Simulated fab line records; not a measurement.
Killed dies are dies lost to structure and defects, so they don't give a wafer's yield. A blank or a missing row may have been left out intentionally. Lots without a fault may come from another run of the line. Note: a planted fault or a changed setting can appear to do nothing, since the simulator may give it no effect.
Problem report in the 8D (eight disciplines) form, filled by code + flow gf180mcu + the parts of the form that need people (team, actions taken, sign-off) are left out

## 1. THE PROBLEM
GF_M2_CD_MEAS_14, cdNm: mean 264.6 nm over 1 wafer from 1 lot; wafers with no fault: 279.6 nm, standard deviation 1.1. Measured from the usual mean, that is -14 standard deviations.
The step: target cd 280 nm.
First observed at day 25 11:39: wafer L950.6, on cdSem-01. Wafers with a number at this step in the record: 32, from 11 lots. By rule, "out" or "out of limits" means more than 4 standard deviations away from the usual mean. The rest of the wafers with a number are treated as sound.

## 2. WHAT IT IS, AND WHAT IT ISN'T
| question                    | is                | is not                                                                          |
|-----------------------------|-------------------|---------------------------------------------------------------------------------|
| which readings at this step | cdNm              | -                                                                               |
| which lots                  | L950              | L934, L935, L936, L937, L938, L939, L940, L951, L955, L957                      |
| which wafers of those lots  | L950.6            | L950.2                                                                          |
| read on which gauges        | cdSem-01          | cdSem-02                                                                        |
| when                        | from day 25 11:39 | up to then (22 sound wafers); but 9 sound wafers of L951, L955, L957 came after |

## 3. SUSPECTS, AND WHAT RULES EACH OUT
Counting: any tool at a process step up to the reading remains a suspect provided it ran every lot that is out. Sound lots after the first of them don't rule it out here, since some wafers of a struck lot are sound.
- the gauge at GF_M2_CD_MEAS_14: kept. All the wafers that are out were read on cdSem-01, and no step on other tools shows them out.
- krfScanner-01 at GF_M2_EXPOSE_11 (exposes mask Metal2, target cd 280 nm): kept. It ran the lot that is out, L950 (day 25 01:34).
What counting leaves: krfScanner-01 at GF_M2_EXPOSE_11 and cdSem-01 at GF_M2_CD_MEAS_14.

## 4. THE CAUSE (what the simulator had put in)
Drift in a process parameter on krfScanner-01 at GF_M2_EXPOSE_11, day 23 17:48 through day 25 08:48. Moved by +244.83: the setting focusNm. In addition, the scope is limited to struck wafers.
After counting, 2 suspects remain, this tool included.

## 5. THE EFFECT CHAIN, in route order
Rows list readings where the struck wafers' mean (over those with a number) sits beyond 3 standard deviations from the usual. Scope: only readings with a usual standard deviation given in the record; hours: median across lots of the time from each lot's start at the first step in this table that gives one to its start at this step; sigmas: change in usual standard deviations.
| hours | step             | reading | usual    | on struck wafers | change | sigmas |
|-------|------------------|---------|----------|------------------|--------|--------|
| 0     | GF_M2_CD_MEAS_14 | cdNm    | 279.6 nm | 264.6            | -15.0  | -14    |
Later measuring or inspecting steps at which every struck wafer that the step has a row for has a number for every such reading, and none has moved that far: GF_M3_RS_MEAS_05.

## 6. HOW IT WOULD HAVE BEEN CAUGHT EARLIER
Counted from the fault's start at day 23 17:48, it took 42 hours until the first out-of-limits reading at a measuring or inspecting step in this record, taken at day 25 11:39.
Each of the lots that are out, 1 in all, had begun GF_M2_EXPOSE_11 on krfScanner-01 no later than day 25 11:39. Holding the tool at that point would not have protected any of them.
